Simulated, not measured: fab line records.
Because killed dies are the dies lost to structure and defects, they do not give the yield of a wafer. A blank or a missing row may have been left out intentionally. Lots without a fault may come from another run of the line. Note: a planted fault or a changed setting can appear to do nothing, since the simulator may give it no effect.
One fault through the eyes of 2 desks + flow sky130 + only its own numbers are on each desk; what lay behind them is given at the end

FROM THE METROLOGY DESK
Lot by lot, what the gauges showed, no matter which tool ran the lot: averages of those sampled wafers that carry a number. The brackets show how far a lot's mean lies from the usual mean; more than 4 standard deviations puts the lot out of limits, marked OUT.
Columns: A = METAL1_OVL at SKY_METAL1_OVL_MEAS_16, usual -4 nm; B = VIA1_OVL at SKY_VIA1_OVL_MEAS_13, usual 1 nm; C = VIA1_W_THK at SKY_VIA1_THK_MEAS_23, usual 264 nm; D = METAL2_ALCU_RS at SKY_METAL2_RS_MEAS_05, usual 0.1260 ohm/sq; E = METAL2_ALCU_THK at SKY_METAL2_THK_MEAS_06, usual 250 nm
| lot  | first seen here | A  | B  | C   | D                 | E   |
|------|-----------------|----|----|-----|-------------------|-----|
| L158 | day 32 19:30    | 3  | -2 | 268 | 0.1254            | 250 |
| L159 | day 33 14:25    | -5 | 5  | 261 | 0.1253            | 250 |
| L165 | day 35 15:51    | -1 | 1  | 267 | 0.1204 (-4.3) OUT | 258 |
| L166 | day 36 03:55    | 3  | -1 | 262 | 0.1195 (-5.0) OUT | 259 |
| L169 | day 36 13:14    | 2  | -7 | 264 | 0.1245            | 254 |
| L170 | day 37 05:53    | -6 | -2 | 263 | 0.1239            | 256 |
| L171 | day 37 13:31    | -5 | 4  | 268 | 0.1274            | 246 |
| L174 | day 38 09:48    | 3  | 6  | 265 | 0.1264            | 250 |
| L176 | day 38 18:06    | 1  | -0 | 262 | 0.1262            | 250 |
| L178 | day 39 02:44    | -7 | 5  | 263 | 0.1237            | 254 |
| L179 | day 39 14:48    | -3 | -2 | 268 | 0.1253            | 254 |
This desk's result: L165, L166 out of limits, first on L165 (METAL2_ALCU_RS at SKY_METAL2_RS_MEAS_05), day 36 20:38. L158, L159, L169, L170, L171, L174, L176, L178, L179: within limits.

FOR THE TOOL OWNER'S DESK: pvd_sputter-01
The tool's own readings at SKY_METAL2_SPUTTER_02 (material AlCu, target thk 250 nm, time 13.3 s): means of the sampled wafers that have a number, for each lot that ran on this tool. The brackets show how far a lot's mean lies from the usual mean; more than 4 standard deviations puts the lot out of limits, marked OUT.
Columns: A = chamber_pressure_pa at SKY_METAL2_SPUTTER_02, usual 0.3998 Pa; B = throttle_valve_pct at SKY_METAL2_SPUTTER_02, usual 30.1 %
| lot  | first seen here | A                | B    |
|------|-----------------|------------------|------|
| L165 | day 36 20:30    | 0.3305 (-63) OUT | 33.0 |
| L166 | day 37 09:21    | 0.3304 (-63) OUT | 33.5 |
This desk's finding: out of limits on L165, L166; first on L165, day 36 20:30 (chamber_pressure_pa at SKY_METAL2_SPUTTER_02). In limits: none.

ALL TOGETHER
On L165, L166, at day 36 20:30, an alarm was possible from the tool owner's desk.
On L165, L166, the metrology desk was in a position to raise an alarm at day 36 20:38.
All the named lots went through SKY_METAL2_SPUTTER_02 on pvd_sputter-01.

WHAT WAS PUT IN BY THE SIMULATOR
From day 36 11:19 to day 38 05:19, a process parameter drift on pvd_sputter-01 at SKY_METAL2_SPUTTER_02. Setting chamber_pressure_pa, moved by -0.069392, from 0.4. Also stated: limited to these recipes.
Lots struck among those shown: L165, L166.
Counting hours from when the fault started, the first reading out of limits came at 9 for the tool owner's desk and at 9 for the metrology desk.
